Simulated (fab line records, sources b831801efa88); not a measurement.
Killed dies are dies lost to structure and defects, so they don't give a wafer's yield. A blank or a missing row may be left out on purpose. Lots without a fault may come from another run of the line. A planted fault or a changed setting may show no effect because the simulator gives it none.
fab line records | flow gf180mcu
record lots=6 wafers=18 last_day=34
route steps=602 shown MIM@518 M5@526
lots that met no fault: from a run of the same line without faults
start_h: hours from the record's first day to the start of the lot's first wafer shown | wait_h: hours since the lot's step before | " the same as in the row above | L1.1+2: a row that stands for several wafers | - no value, or no start given | * or withheld: withheld | < > ~ a bound
route shown NAME@n: a module of which the file shows steps, and the number in the route of the first | usual: mean/standard deviation of fault-free wafers | same: alike in all rows | chamber/n: place in a boat | sites: the reading at each site | _std_site: their standard deviation | _edge_site: outer sites' mean less inner sites' | radius_mm: how far each site lies from the wafer's centre | mask NAME#n: copy n | behind: the tool/chamber that last shaped the wafer | hold: why the lot was held/for how many hours/how that ended | device: the transistor (n, p or np) that didn't switch | end of line: the same wafers' tests at the end of the route | a step without rows: its recipe alone | killed: dies lost to structure and defects at the first sort, not the wafer's yield | map: a wafer's dies, x killed, . not, _ none there
set.NAME: the setting as run; set.NAME@STEP: as run at that earlier step | model.NAME: the simulator's own value behind a step, which no gauge read
lots at some steps of the route; a table a step, a row a wafer
services: from which hour (start_h, from the record's first day; less than 0 if before it) a tool's chamber was out of use, for how many hours, and why
## steps
# step GF_MIM_SOFTBAKE_15
# recipe temp_c=90 time_s=60 resist=NOVOLAK
# step GF_MIM_EXPOSE_16
# recipe mask_id=FuseTop target_cd_nm=2000 na=0.6 source_shape=conventional sigma_outer=0.6 dose_mj=140
# step GF_MIM_PEB_17
# recipe temp_c=withheld time_s=* resist=NOVOLAK
# step GF_MIM_DEVELOP_18
# recipe develop_time_s=60 dev_temp_c=23
# step GF_MIM_METAL_ETCH_19
# recipe chemistry=Cl2/BCl3 mask_material=NOVOLAK stop_on=Si3N4 target_depth_nm=324.5 pressure_mtorr=8 icp_w=800 bias_w=140 Cl2_flow_sccm=80 bcl3_flow_sccm=40 time_s=54.1
# usual chamber_pressure_mTorr=8.000/0.0075 drypump_motor_current_A=6.0/0.47 mfc_cl2_sccm=79.97/0.25 oes_product_au=0.940/0.0061 throttle_valve_pct=28.286/0.01
# columns lot.wafer tool chamber start_h wait_h chamber_pressure_mTorr drypump_motor_current_A mfc_cl2_sccm oes_product_au rf_hours_counter_h throttle_valve_pct
L621.2 rie_metal-03 0 641.19 0.1 8.012 6.0 79.77 0.933 - 28.312
L621.3 " 0 " " 8.002 5.9 79.47 0.938 - 28.294
L621.6 " 0 " " 7.992 5.9 79.46 0.938 - 28.270
L627.1 rie_metal-01 0 684.30 0.1 7.989 6.4 79.71 0.936 3 28.307
L627.2 " 1 " " 7.996 6.2 80.20 0.927 11 28.289
L627.4 " 1 " " 8.011 6.1 80.29 0.944 - 28.301
L628.1 rie_metal-03 0 688.60 0.1 7.996 5.9 80.02 0.938 8 28.287
L628.2 " 1 " " 8.009 5.2 79.76 0.940 1 28.291
L628.4 " 0 " " 7.999 5.9 80.03 0.942 - 28.297
L636.2 rie_metal-01 0 734.58 0.1 8.002 6.4 79.92 0.929 - 28.293
L636.3 " 0 " " 7.992 6.4 79.89 0.947 - 28.297
L636.5 " 0 " " 8.009 6.4 79.54 0.941 - 28.290
L637.1 rie_metal-01 0 738.00 0.1 8.005 6.3 79.72 0.943 5 28.290
L637.2 " 0 " " 7.993 6.3 79.93 0.945 - 28.271
L637.6 " 0 " " 7.999 6.3 79.90 0.950 - 28.279
L638.1 rie_metal-02 0 744.05 0.1 7.992 5.6 80.02 0.936 1 28.303
L638.3 " 1 " " 7.993 6.5 80.43 0.943 - 28.280
L638.6 " 0 " " 8.013 5.6 80.06 0.938 - 28.283
# step GF_MIM_STRIP_20
# recipe chemistry=O2/N2 power_w=1400 pressure_mtorr=1500 platen_temp_c=250 o2_flow_sccm=3000 n2_flow_sccm=300 overash_fraction=0.5
# usual chamber_pressure_mTorr=1499.8/1.5 drypump_motor_current_A=5.8/0.44 heater_power_w=304/47 oes_product_au=0.692/0.0044 strip_time_to_endpoint_s=11.24/0.039
# columns lot.wafer tool chamber start_h wait_h chamber_pressure_mTorr drypump_motor_current_A heater_power_w oes_product_au rf_hours_counter_h strip_time_to_endpoint_s
L621.2 plasma_asher-03 1 641.31 0.1 1499.1 6.4 241 0.691 54 11.28
L621.3 " 0 " " 1498.8 5.3 277 0.695 - 11.27
L621.6 " 1 " " 1499.7 6.4 238 0.690 - 11.29
L627.1 plasma_asher-04 0 684.37 0.0 1500.1 6.0 304 0.690 94 11.31
L627.2 " 1 " " 1499.8 5.4 357 0.690 94 11.33
L627.4 " 1 " " 1500.3 5.4 357 0.696 - 11.30
L628.1 plasma_asher-04 0 688.67 0.0 1498.8 6.0 323 0.693 94 11.26
L628.2 " 1 " " 1499.1 5.4 354 0.691 94 11.24
L628.4 " 1 " " 1501.2 5.4 362 0.696 - 11.26
L636.2 plasma_asher-04 1 734.69 0.1 1498.2 5.4 353 0.696 99 11.24
L636.3 " 0 " " 1500.3 6.0 311 0.687 - 11.24
L636.5 " 1 " " 1500.7 5.4 355 0.692 - 11.23
L637.1 plasma_asher-03 0 738.14 0.1 1500.7 5.2 271 0.691 62 11.23
L637.2 " 1 " " 1499.4 6.4 236 0.698 62 11.20
L637.6 " 0 " " 1496.5 5.2 276 0.693 - 11.20
L638.1 plasma_asher-02 0 744.12 0.0 1503.2 6.1 338 0.696 0 11.26
L638.3 " 1 " " 1498.8 5.6 353 0.693 - 11.17
L638.6 " 0 " " 1500.4 6.1 343 0.691 - 11.23
# step GF_MIM_STRIP_21
# recipe chemistry=post_etch_residue_remover time_s=1200 temp_c=72.5
# step GF_MIM_CLEAN_22
# recipe chemistry=DIW dry=n2_spin
# step GF_M5_DEHYDRATE_00
# recipe temp_c=200 time_s=60
# step GF_M5_HMDS_01
# recipe prime_time_s=60 prime_temp_c=120
# step GF_M5_COAT_02
# recipe resist=KrF spin_rpm=withheld resist_thk_nm=1000
# step GF_M5_SOFTBAKE_03
# recipe temp_c=130 time_s=60 resist=KrF
# step GF_M5_EXPOSE_04
# recipe mask_id=Metal5 target_cd_nm=280 na=0.68 source_shape=conventional sigma_outer=0.6 dose_mj=28
# usual exposure_dose_mJ_cm2=28.004/0.026 focus_offset_nm=0.1/0.56 stage_vel_mm_s=499.98/0.24
# columns lot.wafer tool chamber start_h wait_h mask exposure_dose_mJ_cm2 focus_offset_nm stage_vel_mm_s
L621.2 krf_scanner-01 0 651.54 - Metal5#0 28.003 -0.6 500.22
L621.3 " 0 " " Metal5#0 28.003 0.3 499.89
L621.6 " 0 " " Metal5#0 27.976 0.0 499.60
L627.1 krf_scanner-01 0 694.38 - Metal5#0 27.944 0.4 500.17
L627.2 " 0 " " Metal5#0 27.949 -0.1 499.95
L627.4 " 0 " " Metal5#0 27.968 -0.9 500.01
L628.1 krf_scanner-02 0 699.19 - Metal5#0 27.976 -0.2 500.15
L628.2 " 0 " " Metal5#0 27.993 0.0 499.66
L628.4 " 0 " " Metal5#0 28.020 0.0 500.11
L636.2 krf_scanner-01 - 743.65 - Metal5#0 - - -
L636.3 " - " " Metal5#0 - - -
L636.5 " - " " Metal5#0 - - -
L637.1 krf_scanner-01 - 747.26 - Metal5#0 - - -
L637.2 " - " " Metal5#0 - - -
L637.6 " - " " Metal5#0 - - -
L638.1 krf_scanner-02 0 753.37 - Metal5#0 27.998 0.5 500.38
L638.3 " 0 " " Metal5#0 27.927 -0.1 500.13
L638.6 " 0 " " Metal5#0 28.007 -0.2 500.33
# step GF_M5_PEB_05
# recipe peb_temp_c=135 peb_time_s=90 resist=KrF
## services
# columns tool chamber start_h hours kind
krf_scanner-01 - 625.61 0.2 repair
rie_metal-03 1 637.13 - clean
rie_metal-03 1 637.13 25.5 scheduled_down
rie_metal-03 1 637.13 25.5 vent_cycle
krf_scanner-02 - 642.30 2.7 repair
krf_scanner-02 - 647.27 0.8 pm
rie_metal-02 1 648.53 4.9 repair
plasma_asher-03 - 649.76 20.9 pm
krf_scanner-01 - 671.80 0.6 repair
plasma_asher-04 - 685.30 1.2 repair
krf_scanner-01 - 690.71 1.0 pm
rie_metal-02 0 699.37 - clean
plasma_asher-03 - 701.59 1.7 repair
plasma_asher-04 - 704.19 4.0 pm
krf_scanner-02 - 704.22 1.0 pm
rie_metal-03 1 714.30 3.6 repair
rie_metal-03 0 714.33 29.6 repair
krf_scanner-01 - 721.35 1.2 repair
rie_metal-01 1 729.76 - clean
rie_metal-01 1 729.76 17.6 scheduled_down
rie_metal-01 1 729.76 17.6 vent_cycle
plasma_asher-02 - 733.75 9.0 pm
krf_scanner-01 - 742.04 0.8 pm
rie_metal-02 - 748.88 0.2 repair
## key
first_sign step=GF_M5_EXPOSE_04 reading=tool_record direction=missing
effect none on later readings
met_at GF_M5_EXPOSE_04
struck_wafers L636.2,L636.3,L636.5,L637.1,L637.2,L637.6
later_rows_left_out L636.2,L636.3,L636.5,L637.1,L637.2,L637.6
sort_left_out L636.2,L636.3,L636.5,L637.1,L637.2,L637.6
onset_between 694.38 743.65
fault kind=skipped_step_whole tool=krf_scanner-01 chamber=- onset_h=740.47 steps=GF_M5_EXPOSE_04 scope=struck_lots_only
# sort_left_out: the simulated sort isn't trusted on such a fault, so these wafers' sort isn't shown, and their yield isn't known
# later_rows_left_out: the simulator's readings of these wafers behind a module that went badly wrong aren't trusted and aren't shown, but for the sort
